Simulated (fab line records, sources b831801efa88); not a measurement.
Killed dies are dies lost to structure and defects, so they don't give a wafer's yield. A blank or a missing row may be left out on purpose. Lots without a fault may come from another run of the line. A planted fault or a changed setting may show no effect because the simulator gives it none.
Which tool did it? | flow gf180mcu | 13 lots, 39 wafers sampled, at 2 steps of a route of 602

WHAT THE GAUGES READ, wafer by wafer
GF_V5_OVL_MEAS_15. Usual: V5_OVL 1 nm, standard deviation 4.9.
lot  | measured     | on         | V5_OVL (nm) | flag
L369 | day 26 22:28 | overlay-02 | -5 -4 5     |
L372 | day 27 22:28 | overlay-02 | 1 2 -1      |
L371 | day 28 02:59 | overlay-01 | -3 -5 0     |
L373 | day 28 05:10 | overlay-02 | -1 -5 -2    |
L375 | day 29 11:16 | overlay-02 | 4 -1 -1     |
L376 | day 29 12:44 | overlay-02 | 2 2 -1      |
L380 | day 30 14:52 | overlay-02 | -4 -2 -5    |
L381 | day 30 22:49 | overlay-02 | 3 -1 -5     |
L385 | day 31 21:38 | overlay-01 | 8 9 7       |
L387 | day 32 09:59 | overlay-01 | 1 -3 -8     |
L388 | day 32 13:14 | overlay-02 | 0 11 8      |
L390 | day 33 05:58 | overlay-02 | 3 2 2       |
L392 | day 33 15:25 | overlay-02 | -1 0 -2     |

WHICH TOOL RAN EACH LOT (tool, then ch and the chambers of the sampled wafers, then the start)
lot  | GF_M2_SPUTTER_00
L369 | pvd_sputter-03, day 17 20:56
L372 | pvd_sputter-02, day 18 23:11
L371 | pvd_sputter-03, day 19 06:17
L373 | pvd_sputter-03, day 19 09:54
L375 | pvd_sputter-02, day 20 21:25
L376 | pvd_sputter-03, day 20 23:17
L380 | pvd_sputter-02, day 22 07:43
L381 | pvd_sputter-04, day 22 15:22
L385 | pvd_sputter-03, day 24 00:12
L387 | pvd_sputter-02, day 24 14:40
L388 | pvd_sputter-02, day 24 20:14
L390 | pvd_sputter-04, day 25 18:02
L392 | pvd_sputter-03, day 26 05:58
- GF_M2_SPUTTER_00: material Ti, target thk 37.5 nm, time 150 s.

WHAT THE TOOLS THEMSELVES READ (means of the sampled wafers that have a number; where no wafer has one, the mark that the record gives instead)
GF_M2_SPUTTER_00. Usual: cathode_dc_power_W 4000.0 W, standard deviation 0.69; throttle_valve_pct 30.1 %, standard deviation 0.86.
lot  | tool           | cathode_dc_power_W (W) | throttle_valve_pct (%) | flag
L369 | pvd_sputter-03 | 4000.2                 | 29.3                   |
L372 | pvd_sputter-02 | 4000.0                 | 30.6                   |
L371 | pvd_sputter-03 | 3999.5                 | 28.9                   |
L373 | pvd_sputter-03 | 4000.0                 | 29.7                   |
L375 | pvd_sputter-02 | 4000.2                 | 31.0                   |
L376 | pvd_sputter-03 | 4000.6                 | 28.6                   |
L380 | pvd_sputter-02 | 3999.5                 | 30.6                   |
L381 | pvd_sputter-04 | 4000.0                 | 29.9                   |
L385 | pvd_sputter-03 | 3999.5                 | 29.4                   |
L387 | pvd_sputter-02 | 3999.8                 | 30.9                   |
L388 | pvd_sputter-02 | 3999.8                 | 30.4                   |
L390 | pvd_sputter-04 | 4000.0                 | 29.4                   |
L392 | pvd_sputter-03 | 4000.4                 | 28.5                   |

THE ANSWER, worked out from the rows above alone
Rule: a lot is off if the mean of its wafers that have a number lies more than 3 standard deviations from the usual mean. A lot without any number at a reading at which 4 lots or more have one is off too. The other lots that the step has rows for count as sound. The gauges are gone through in route order, then the tools' own readings, and for those a lot's mean is taken as printed above. The first step at which some lot is off is used, and at that step the reading that is off furthest; a lot without a number counts as furthest.
No lot is off at any reading shown: from this, nothing can be told.

WHAT THE SIMULATOR HAD PUT IN
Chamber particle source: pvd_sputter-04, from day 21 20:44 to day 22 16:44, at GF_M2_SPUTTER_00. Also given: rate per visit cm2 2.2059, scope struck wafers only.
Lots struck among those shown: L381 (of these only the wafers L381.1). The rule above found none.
